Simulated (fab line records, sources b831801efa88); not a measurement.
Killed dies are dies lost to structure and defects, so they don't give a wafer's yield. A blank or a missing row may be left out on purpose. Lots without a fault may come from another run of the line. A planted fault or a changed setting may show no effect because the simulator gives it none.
fab line records | flow sky130 | part 2 of 2: steps 33 to 44 of 44
record lots=5 wafers=15 last_day=49
route steps=708 shown LDD_HVN@274 LDD_HVP@278 LDD_LDN@289 SPACER@304 POLY_CUT@307
lots that met no fault: from a run of the same line without faults
start_h: hours from the record's first day to the start of the lot's first wafer shown | wait_h: hours since the lot's step before | " the same as in the row above | L1.1+2: a row that stands for several wafers | - no value, or no start given | * or withheld: withheld | < > ~ a bound
route shown NAME@n: a module of which the file shows steps, and the number in the route of the first | usual: mean/standard deviation of fault-free wafers | same: alike in all rows | chamber/n: place in a boat | sites: the reading at each site | _std_site: their standard deviation | _edge_site: outer sites' mean less inner sites' | radius_mm: how far each site lies from the wafer's centre | mask NAME#n: copy n | behind: the tool/chamber that last shaped the wafer | hold: why the lot was held/for how many hours/how that ended | device: the transistor (n, p or np) that didn't switch | end of line: the same wafers' tests at the end of the route | a step without rows: its recipe alone | killed: dies lost to structure and defects at the first sort, not the wafer's yield | map: a wafer's dies, x killed, . not, _ none there
set.NAME: the setting as run; set.NAME@STEP: as run at that earlier step | model.NAME: the simulator's own value behind a step, which no gauge read
lots at some steps of the route; a table a step, a row a wafer
services: from which hour (start_h, from the record's first day; less than 0 if before it) a tool's chamber was out of use, for how many hours, and why
## steps
# step SKY_SPACER_ETCHBACK_02
# recipe chemistry=CH3F/O2 target=Si3N4 stop_on=SiO2 source_w=400 bias_w=80 pressure_mtorr=25 ch3f_flow_sccm=40 O2_flow_sccm=30 time_s=46.7 target_depth_a=450
# usual O2_flow_sccm=30.01/0.096 drypump_motor_current_A=5.6/0.51 oes_product_au=0.854/0.0062 throttle_valve_pct=10.563/0.0097
# columns lot.wafer tool chamber start_h wait_h O2_flow_sccm drypump_motor_current_A oes_product_au rf_hours_counter_h throttle_valve_pct
L077.1 rie_diel-03 2 553.52 0.1 30.12 5.9 0.854 70 10.567
L077.2 " 1 " " 29.88 6.0 0.859 27 10.558
L077.3 " 3 " " 30.05 6.4 0.860 46 10.570
L082.4 rie_diel-02 3 609.05 0.0 30.15 5.9 0.836 60 10.545
L082.5 " 1 " " 29.89 4.9 0.843 - 10.566
L082.6 " 0 " " 29.94 5.2 0.852 - 10.550
L087.3 rie_diel-03 3 642.96 0.0 30.11 6.4 0.850 49 10.571
L087.5 " 1 " " 29.97 6.1 0.855 - 10.567
L087.6 " 0 " " 29.99 5.3 0.858 - 10.540
L089.2 rie_diel-03 1 659.95 0.0 29.87 6.0 0.859 30 10.570
L089.3 " 0 " " 30.09 5.2 0.849 16 10.572
L089.5 " 0 " " 30.00 5.3 0.860 - 10.564
L090.1 rie_diel-03 1 664.95 0.1 30.02 6.0 0.845 30 10.554
L090.2 " 0 " " 29.95 5.2 0.845 16 10.581
L090.5 " 2 " " 29.95 5.9 0.842 - 10.555
# step SKY_POLY_CUT_DEHYDRATE_00
# recipe temp_c=200 time_s=60
# usual heater_power_total_W=160.38/0.12
# columns lot.wafer tool chamber start_h wait_h heater_power_total_W
L077.1 litho_track-04 0 567.85 14.3 160.32
L077.2 " 0 " " 160.34
L077.3 " 0 " " 160.47
L082.4 litho_track-04 0 622.73 13.7 160.50
L082.5 " 0 " " 160.40
L082.6 " 0 " " 160.34
L087.3 litho_track-04 0 657.05 14.1 160.50
L087.5 " 0 " " 160.46
L087.6 " 0 " " 160.38
L089.2 litho_track-03 0 673.00 13.0 160.20
L089.3 " 0 " " 160.39
L089.5 " 0 " " 160.54
L090.1 litho_track-02 0 678.14 13.2 160.45
L090.2 " 0 " " 160.43
L090.5 " 0 " " 160.33
# step SKY_POLY_CUT_HMDS_01
# recipe prime_time_s=60 prime_temp_c=120
# columns lot.wafer tool chamber start_h wait_h
L077.1+2+3 litho_track-04 0 568.00 0.1
L082.4+5+6 litho_track-04 0 622.88 0.1
L087.3+5+6 litho_track-04 0 657.20 0.1
L089.2+3+5 litho_track-03 0 673.15 0.1
L090.1+2+5 litho_track-02 0 678.29 0.1
# step SKY_POLY_CUT_COAT_02
# recipe resist=BARC temp_c=withheld time_s=withheld spin_rpm=3000 resist_thk_nm=60
# columns lot.wafer tool chamber start_h wait_h
L077.1+2+3 litho_track-04 0 568.15 0.1
L082.4+5+6 litho_track-04 0 623.03 0.1
L087.3+5+6 litho_track-04 0 657.35 0.1
L089.2+3+5 litho_track-03 0 673.30 0.1
L090.1+2+5 litho_track-02 0 678.44 0.1
# step SKY_POLY_CUT_COAT_03
# recipe resist=KrF-thick spin_rpm=3000 resist_thk_nm=450
# columns lot.wafer tool chamber start_h wait_h
L077.1+2+3 litho_track-04 0 - -
L082.4+5+6 litho_track-04 0 - -
L087.3+5+6 litho_track-04 0 - -
L089.2+3+5 litho_track-03 0 - -
L090.1+2+5 litho_track-02 0 - -
# step SKY_POLY_CUT_SOFTBAKE_04
# recipe temp_c=100 time_s=90 resist=KrF-thick
# usual heater_power_total_W=57.37/0.12
# columns lot.wafer tool chamber start_h wait_h heater_power_total_W
L077.1 litho_track-04 0 - - 57.30
L077.2 " 0 " " 57.28
L077.3 " 0 " " 57.37
L082.4 litho_track-04 0 - - 57.27
L082.5 " 0 " " 57.49
L082.6 " 0 " " 57.58
L087.3 litho_track-04 0 - - 57.49
L087.5 " 0 " " 57.43
L087.6 " 0 " " 57.35
L089.2 litho_track-03 0 - - 57.56
L089.3 " 0 " " 57.56
L089.5 " 0 " " 57.47
L090.1 litho_track-02 0 - - 57.51
L090.2 " 0 " " 57.38
L090.5 " 0 " " 57.45
# step SKY_POLY_CUT_EXPOSE_05
# recipe mask_id=NPCM na=0.8 source_shape=annular sigma_inner=0.55 sigma_outer=0.85 target_cd_nm=270 dose_mj=32
# same sigma_outer=0.85
# columns lot.wafer tool chamber start_h wait_h mask
L077.1+2+3 krf_scanner-01 0 - - NPCM#0
L082.4+5+6 krf_scanner-01 0 - - NPCM#0
L087.3+5+6 krf_scanner-02 0 - - NPCM#0
L089.2+3+5 krf_scanner-01 0 - - NPCM#0
L090.1+2+5 krf_scanner-02 0 - - NPCM#0
# step SKY_POLY_CUT_PEB_06
# recipe peb_temp_c=withheld peb_time_s=withheld resist=KrF-thick
# columns lot.wafer tool chamber start_h wait_h
L077.1+2+3 litho_track-02 0 - -
L082.4+5+6 litho_track-02 0 - -
L087.3+5+6 litho_track-02 0 - -
L089.2+3+5 litho_track-02 0 - -
L090.1+2+5 litho_track-03 0 - -
# step SKY_POLY_CUT_DEVELOP_07
# recipe develop_time_s=60 resist=KrF-thick dev_temp_c=21
# same develop_time_s=60
# columns lot.wafer tool chamber start_h wait_h
L077.1+2+3 litho_track-02 0 - -
L082.4+5+6 litho_track-02 0 - -
L087.3+5+6 litho_track-02 0 - -
L089.2+3+5 litho_track-02 0 - -
L090.1+2+5 litho_track-03 0 - -
# step SKY_POLY_CUT_CD_MEAS_08
# recipe target_cd_nm=270
# usual cd_nm=269.8/1.5
# columns lot.wafer tool chamber start_h wait_h cd_nm
L077.1 cd_sem-01 - 583.39 - 269.0
L077.2 " - " " 269.3
L077.3 " - " " 268.7
L082.4 cd_sem-02 - 637.85 - 270.6
L082.5 " - " " 270.5
L082.6 " - " " 269.6
L087.3 cd_sem-01 - 671.68 - 268.3
L087.5 " - " " 268.0
L087.6 " - " " 268.9
L089.2 cd_sem-02 - 688.31 - 270.3
L089.3 " - " " 270.6
L089.5 " - " " 269.2
L090.1 cd_sem-02 - 693.63 - 270.8
L090.2 " - " " 269.1
L090.5 " - " " 269.5
# step SKY_POLY_CUT_OVL_MEAS_09
# usual POLY_CUT_OVL=-1/5
# columns lot.wafer tool chamber start_h wait_h POLY_CUT_OVL[nm]
L077.1 overlay-02 - 583.51 0.1 0
L077.2 " - " " -3
L077.3 " - " " -6
L082.4 overlay-01 - 637.93 0.1 -2
L082.5 " - " " 1
L082.6 " - " " 0
L087.3 overlay-02 - 671.77 0.1 1
L087.5 " - " " 7
L087.6 " - " " 1
L089.2 overlay-02 - 688.42 0.1 -1
L089.3 " - " " -9
L089.5 " - " " -2
L090.1 overlay-02 - 693.75 0.1 -3
L090.2 " - " " -14
L090.5 " - " " 4
# step SKY_POLY_CUT_ETCH_10
# recipe chemistry=N2/H2 target=BARC ion_energy_ev=200 source_w=500 bias_w=100 pressure_mtorr=30 n2_flow_sccm=100 h2_flow_sccm=200 stop_on=SiO2 time_s=45.9 target_depth_a=600
# usual drypump_motor_current_A=5.5/0.48 oes_product_au=0.854/0.0045 throttle_valve_pct=13.226/0.009
# columns lot.wafer tool chamber start_h wait_h drypump_motor_current_A oes_product_au rf_hours_counter_h throttle_valve_pct
L077.1 rie_diel-04 3 583.55 0.0 5.3 0.854 65 13.238
L077.2 " 2 " " 5.1 0.854 9 13.236
L077.3 " 0 " " 5.7 0.851 13 13.221
L082.4 rie_diel-02 0 637.95 0.0 5.2 0.858 24 13.223
L082.5 " 0 " " 5.2 0.843 - 13.239
L082.6 " 3 " " 6.0 0.858 - 13.240
L087.3 rie_diel-01 3 671.80 0.0 6.1 0.855 5 13.231
L087.5 " 0 " " 5.5 0.850 - 13.232
L087.6 " 3 " " 6.0 0.859 - 13.227
L089.2 rie_diel-01 2 688.45 0.0 5.4 0.853 8 13.231
L089.3 " 0 " " 5.5 0.853 39 13.230
L089.5 " 3 " " 6.0 0.851 - 13.224
L090.1 rie_diel-04 2 693.78 0.0 5.1 0.853 12 13.224
L090.2 " 0 " " 5.7 0.847 16 13.233
L090.5 " 2 " " 5.0 0.851 - 13.234
## services
# columns tool chamber start_h hours kind
plasma_asher-03 - 468.00 18.4 pm
iline_stepper-02 - 473.31 2.1 pm
implanter-04 - 479.64 4.8 pm
rie_diel-03 - 500.92 2.3 repair
iline_stepper-01 - 508.58 2.7 repair
rie_diel-03 0 513.05 8.7 repair
iline_stepper-02 - 518.33 1.9 repair
rie_diel-03 1 529.59 4.1 repair
iline_stepper-02 - 531.51 4.4 pm
iline_stepper-02 - 535.95 1.7 pm
implanter-01 - 537.30 3.3 repair
lpcvd-02 - 576.16 6.1 pm
implanter-02 - 577.87 10.7 pm
rie_diel-03 0 581.46 13.5 repair
rie_diel-03 2 597.93 1.5 repair
implanter-03 - 615.02 2.0 repair
plasma_asher-03 - 624.84 1.1 repair
iline_stepper-02 - 634.70 11.0 repair
implanter-04 - 643.13 5.3 pm
plasma_asher-03 - 645.32 2.8 pm
rie_diel-03 2 655.94 2.7 repair
rie_diel-03 3 658.13 8.8 repair
rie_diel-03 - 688.92 0.5 repair
iline_stepper-02 - 691.62 0.8 repair
